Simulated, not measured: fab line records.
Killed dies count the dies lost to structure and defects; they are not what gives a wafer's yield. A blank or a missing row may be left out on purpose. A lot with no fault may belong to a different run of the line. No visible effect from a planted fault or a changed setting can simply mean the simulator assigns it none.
A lot that was struck, set against a sound lot + flow sky130 + 26 steps out of a route of 708
Sound: these wafers, L675.2, L675.4, L675.6. Struck: wafer L686.6 (left out: L686.5, a lot-mate that was not struck); the cause follows at the end.
At each step with rows: each side's tool, then ch and its chambers, then its first start. Under that, the readings that differ: sound wafers + struck wafers + difference of the means + sigmas: that difference in standard deviations of wafers without a fault.
alike: a reading whose means differ by less than 2 such deviations, as well as words and numbers matching on both sides. not compared: withheld readings; readings where some wafer has no value; bounds like >300 that might hide an equal value; numbers whose values overlap and for which the record gives no deviation.
Wherever a step has rows on one side only, a row that says differs or no value, or a row with sigmas, the two part there. Non-overlapping numbers with no deviation appear without sigmas and do not part them. A reading missing from all wafers of one side parts the sides only when that side holds two or more wafers.

first, 9 steps without rows for these wafers: SKY_LI_CONTACT_ETCH_14 (etches BARC in N2/H2, stops on SiO2, time 45.9 s, target depth 60 nm); SKY_LI_CONTACT_ETCH_15 (etches PSG in C4F8/O2/Ar, stops on Si, target depth 600 nm); SKY_LI_CONTACT_STRIP_16 (strips in O2/N2); SKY_LI_CONTACT_CLEAN_17 (cleans in NMP, time 600 s); SKY_LI_CONTACT_PRE_CLEAN_18 (time 5.6 s); SKY_LI_CONTACT_SPUTTER_19 (material Ti, target thk 20 nm, time 106.37 s); SKY_LI_CONTACT_SPUTTER_20 (material TiN, target thk 20 nm, time 80 s); SKY_LI_CONTACT_CVD_21 (deposits W, target thk 400 nm, time 120.56 s); SKY_LI_CONTACT_CMP_24 (polishes, stops on PSG, t overpolish 20 s, target thk 0 nm).
SKY_LOCAL_INTERCONNECT_SPUTTER_00: material TiN, target thk 100 nm, time 83.3 s.
  struck on pvd sputter-03, day 34 10:11; sound on pvd sputter-03, day 31 06:28
| reading                                                | sound             | struck | difference | sigmas |
|--------------------------------------------------------|-------------------|--------|------------|--------|
| model.TiN_of_LOCAL_INTERCONNECT_SPUTTER_00.thk nm (nm) | 100.8 98.32 100.8 | 128.1  | +28.1      |        |
  alike: throttle valve pct
SKY_LOCAL_INTERCONNECT_RS_MEAS_01: the measuring method here is four-point-probe.
  struck on film metro-02, day 34 10:18; sound on film metro-04, day 31 06:32
| reading                            | sound             | struck | difference | sigmas |
|------------------------------------|-------------------|--------|------------|--------|
| LOCAL_INTERCONNECT_TIN_RS (ohm/sq) | 14.04 14.42 14.06 | 10.89  | -3.28      | -17    |
SKY_LOCAL_INTERCONNECT_THK_MEAS_02: measures by xrf.
  struck on film metro-02, day 34 10:23; sound on film metro-04, day 31 06:39
| reading                         | sound          | struck | difference | sigmas |
|---------------------------------|----------------|--------|------------|--------|
| LOCAL_INTERCONNECT_TIN_THK (nm) | 99.0 95.8 98.4 | 124.7  | +27.0      | +21    |
then, 9 steps without rows for these wafers: SKY_LOCAL_INTERCONNECT_DEHYDRATE_03 (time 60 s); SKY_LOCAL_INTERCONNECT_HMDS_04 (prime time 60 s); SKY_LOCAL_INTERCONNECT_COAT_05 (resist thk 60 nm); SKY_LOCAL_INTERCONNECT_COAT_06 (resist thk 450 nm); SKY_LOCAL_INTERCONNECT_SOFTBAKE_07 (time 90 s); SKY_LOCAL_INTERCONNECT_EXPOSE_08 (exposes mask LI1M, target cd 170 nm); SKY_LOCAL_INTERCONNECT_PEB_09; SKY_LOCAL_INTERCONNECT_DEVELOP_10 (develop time 60 s); SKY_LOCAL_INTERCONNECT_ETCH_13 (etches BARC in N2/H2, stops on SiO2, time 45.9 s, target depth 60 nm).
SKY_LOCAL_INTERCONNECT_METAL_ETCH_14: etches TiN in Cl2/BCl3, stops on PSG, target depth 110 nm, time 31.4 s.
  sound on rie metal-02 ch 0,1, day 32 10:29; struck on rie metal-02 ch 0, day 35 13:25
| reading                | sound                | struck | difference | sigmas |
|------------------------|----------------------|--------|------------|--------|
| oes product au (a.u.)  | 0.944 0.931 0.951    | 0.987  | +0.045     | +6     |
| throttle valve pct (%) | 21.907 21.901 21.920 | 21.870 | -0.039     | -4     |
  alike: drypump motor current A
  not compared: rf hours counter h
then, 1 step without rows for these wafers: SKY_LOCAL_INTERCONNECT_STRIP_15 (strips in O2/N2).
SKY_LOCAL_INTERCONNECT_STRIP_16: strips in post etch residue remover, time 1200 s.
  sound on wet bench-04 ch 3, day 32 10:38; struck on wet bench-04 ch 2, day 35 13:32
| reading                                                | sound            | struck | difference | sigmas |
|--------------------------------------------------------|------------------|--------|------------|--------|
| model.TiN_of_LOCAL_INTERCONNECT_SPUTTER_00.thk nm (nm) | 100.4 97.9 100.4 | 127.7  | +28.1      |        |
then, 1 step without rows for these wafers: SKY_LOCAL_INTERCONNECT_CLEAN_17 (cleans in IPA, time 180 s).
-- here the record skips 14 days between the struck wafers' starts before and after, leaving off in module LOCAL_INTERCONNECT and picking up in module PAD_OPEN (first step shown: number 708 of the route) --
SKY_PAD_OPEN_PROBE_99:
  only the struck wafers here have rows in the record (prober-01, day 49 23:31); the sound ones have none

== WHERE THEY PART ==
First at SKY_LOCAL_INTERCONNECT_RS_MEAS_01; last, within this record, at SKY_PAD_OPEN_PROBE_99.

WHY: whatever the simulator had introduced
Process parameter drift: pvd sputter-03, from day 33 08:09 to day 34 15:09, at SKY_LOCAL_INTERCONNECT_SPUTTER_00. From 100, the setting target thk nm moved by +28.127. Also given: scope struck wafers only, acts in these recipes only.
